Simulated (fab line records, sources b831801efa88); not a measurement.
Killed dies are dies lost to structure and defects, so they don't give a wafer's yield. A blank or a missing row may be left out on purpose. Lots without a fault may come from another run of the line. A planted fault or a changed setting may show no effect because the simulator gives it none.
Which tool did it? | flow sky130 | 13 lots, 39 wafers sampled, at 5 steps of a route of 708

WHAT THE GAUGES READ, wafer by wafer
SKY_SONOS_TUNNEL_CD_MEAS_07: target cd 410 nm.
lot  | measured     | on        | cd_nm (nm)
L256 | day 11 10:10 | cd_sem-01 | 411.9 413.6 410.4
L257 | day 11 20:16 | cd_sem-01 | 410.3 410.8 410.7
L258 | day 12 03:19 | cd_sem-01 | 411.8 411.3 412.8
L259 | day 12 12:52 | cd_sem-02 | 412.7 412.4 411.3
L260 | day 12 21:43 | cd_sem-01 | 407.7 407.8 407.8
L261 | day 13 09:47 | cd_sem-01 | 409.4 410.5 409.4
L262 | day 13 11:37 | cd_sem-01 | 407.6 407.4 406.0
L263 | day 13 22:50 | cd_sem-01 | 410.6 409.7 409.4
L264 | day 14 04:29 | cd_sem-01 | 411.0 412.4 409.9
L273 | day 17 03:59 | cd_sem-02 | 406.2 407.1 409.0
L274 | day 17 11:49 | cd_sem-01 | 406.9 405.3 409.0
L277 | day 18 09:19 | cd_sem-01 | 410.1 409.5 407.2
L279 | day 19 03:22 | cd_sem-02 | 409.5 407.7 408.9

SKY_GATE_OXIDE_THK_MEAS_02.
lot  | measured     | on            | GATE_OXIDE_OXIDATION_00_THK (nm)
L256 | day 12 19:07 | film_metro-02 | 10.38 10.37 10.19
L257 | day 13 06:17 | film_metro-03 | 10.27 10.02 9.83
L258 | day 13 18:27 | film_metro-01 | 10.13 10.18 10.04
L259 | day 13 22:45 | film_metro-03 | 10.35 10.38 10.16
L260 | day 14 07:53 | film_metro-01 | 10.13 10.22 10.05
L261 | day 14 19:10 | film_metro-01 | 10.23 10.03 10.17
L262 | day 14 23:31 | film_metro-02 | 10.00 10.07 10.17
L263 | day 15 13:01 | film_metro-02 | 10.27 10.36 10.22
L264 | day 15 19:59 | film_metro-02 | 10.39 10.16 10.08
L273 | day 18 19:49 | film_metro-03 | 10.37 10.37 10.56
L274 | day 19 03:35 | film_metro-03 | 10.22 10.38 10.32
L277 | day 20 00:15 | film_metro-02 | 10.08 9.88 10.03
L279 | day 20 17:50 | film_metro-01 | 10.30 10.38 10.17

SKY_LDD_HVN_TW_MEAS_10.
lot  | measured     | on            | LDD_HVN_TW
L256 | day 20 09:38 | film_metro-04 | 1434 1432 1439
L257 | day 21 00:05 | film_metro-04 | 1438 1432 1432
L258 | day 21 11:28 | film_metro-04 | 1438 1439 1439
L259 | day 21 17:23 | film_metro-01 | 1447 1450 1447
L260 | day 22 03:37 | film_metro-02 | 1433 1428 1425
L261 | day 22 14:37 | film_metro-02 | 1426 1433 1424
L262 | day 22 19:12 | film_metro-02 | 1423 1430 1428
L263 | day 23 09:55 | film_metro-02 | 1438 1424 1418
L264 | day 23 22:58 | film_metro-04 | 1439 1433 1440
L273 | day 26 17:40 | film_metro-04 | 1471 1467 1460
L274 | day 26 23:39 | film_metro-02 | 1460 1464 1465
L277 | day 27 21:44 | film_metro-02 | 1431 1445 1443
L279 | day 28 14:04 | film_metro-02 | 1434 1433 1440

SKY_POLY_CUT_CD_MEAS_08: target cd 270 nm.
lot  | measured     | on        | cd_nm (nm)
L256 | day 24 06:37 | cd_sem-02 | 270.3 270.0 268.1
L257 | day 25 05:58 | cd_sem-01 | 268.1 267.9 269.2
L258 | day 25 10:04 | cd_sem-02 | 271.0 269.0 268.0
L259 | day 25 14:19 | cd_sem-01 | 269.0 270.5 268.9
L260 | day 26 00:46 | cd_sem-02 | 269.2 270.6 268.2
L261 | day 26 11:59 | cd_sem-02 | 270.9 269.9 269.6
L262 | day 26 13:55 | cd_sem-02 | 272.6 272.3 273.1
L263 | day 27 03:29 | cd_sem-01 | 268.7 269.0 269.3
L264 | day 27 16:29 | cd_sem-01 | 270.4 270.1 270.4
L273 | day 30 10:35 | cd_sem-01 | 269.7 267.6 268.0
L274 | day 30 14:55 | cd_sem-01 | 271.8 272.6 272.7
L277 | day 31 11:13 | cd_sem-01 | 266.6 267.4 268.6
L279 | day 32 02:34 | cd_sem-02 | 270.7 270.2 269.4

WHICH TOOL RAN EACH LOT (tool, then ch and the chambers of the sampled wafers, then the start)
lot  | SKY_LDD_HVN_IMPLANT_08
L256 | implanter-01 ch 0, day 20 09:23
L257 | implanter-03 ch 0, day 20 23:52
L258 | implanter-04 ch 0, day 21 11:13
L259 | implanter-03 ch 0, day 21 17:10
L260 | implanter-03 ch 0, day 22 03:22
L261 | implanter-01 ch 0, day 22 14:22
L262 | implanter-03 ch 0, day 22 18:57
L263 | implanter-03 ch 0, day 23 09:40
L264 | implanter-03 ch 0, day 23 22:44
L273 | implanter-04 ch 0, day 26 17:25
L274 | implanter-04 ch 0, day 26 23:24
L277 | implanter-03 ch 0, day 27 21:29
L279 | implanter-03 ch 0, day 28 13:51
- SKY_LDD_HVN_IMPLANT_08

WHAT THE TOOLS THEMSELVES READ (means of the sampled wafers that have a number; where no wafer has one, the mark that the record gives instead)
SKY_LDD_HVN_IMPLANT_08.
lot  | tool         | beam_energy_keV | tilt_deg (degrees)
L256 | implanter-01 | 60.027          | 40.003
L257 | implanter-03 | 60.014          | 39.979
L258 | implanter-04 | 60.011          | 39.996
L259 | implanter-03 | 60.004          | 40.013
L260 | implanter-03 | 60.024          | 39.986
L261 | implanter-01 | 60.007          | 39.974
L262 | implanter-03 | 59.996          | 39.981
L263 | implanter-03 | 59.995          | 40.010
L264 | implanter-03 | 60.001          | 39.981
L273 | implanter-04 | 64.269          | 40.012
L274 | implanter-04 | 64.264          | 40.007
L277 | implanter-03 | 59.991          | 40.013
L279 | implanter-03 | 59.977          | 39.975

THE ANSWER, worked out from the rows above alone
Rule: what is usual is taken from the lots themselves. Put in order of their means at a reading, lots are off if they are a third of the lots or fewer, leave a main group of 4 or more, and stand apart from it by a gap of 3 or more times the standard deviation of the main group's means; of several such gaps the widest counts. A main group whose means are all the same, to the digits that the tables above print for the reading, isn't used. A lot without any number at a reading at which 4 lots or more have one is off too. The other lots that the step has rows for count as sound. The gauges are gone through in route order, then the tools' own readings, and for those a lot's mean is taken as printed above. The first step at which some lot is off is used, and at that step the reading that is off furthest; a lot without a number counts as furthest.
Off: L273, L274, at SKY_LDD_HVN_IMPLANT_08 (beam_energy_keV). The main group: mean 60.004, standard deviation 0.014.
A tool fits if, at that step or a process step before it, it ran every lot that is off, and no sound lot after the first of them. One fits: implanter-04 at SKY_LDD_HVN_IMPLANT_08. Its last sound lot is L258 (day 21 11:13), its first lot that is off L273 (day 26 17:25): a fault that began between those two fits.
The tool's own readings at SKY_LDD_HVN_IMPLANT_08 bear it out: on the lots that are off they differ by more than 5 times the standard deviation of the sound lots' means. beam_energy_keV reads 64.267 there against 60.004 on the sound lots.

WHAT THE SIMULATOR HAD PUT IN
Process parameter drift: implanter-04, from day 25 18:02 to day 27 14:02, at SKY_LDD_HVN_IMPLANT_08. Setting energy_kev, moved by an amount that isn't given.
Lots struck among those shown: L273, L274. The rule above found the same.
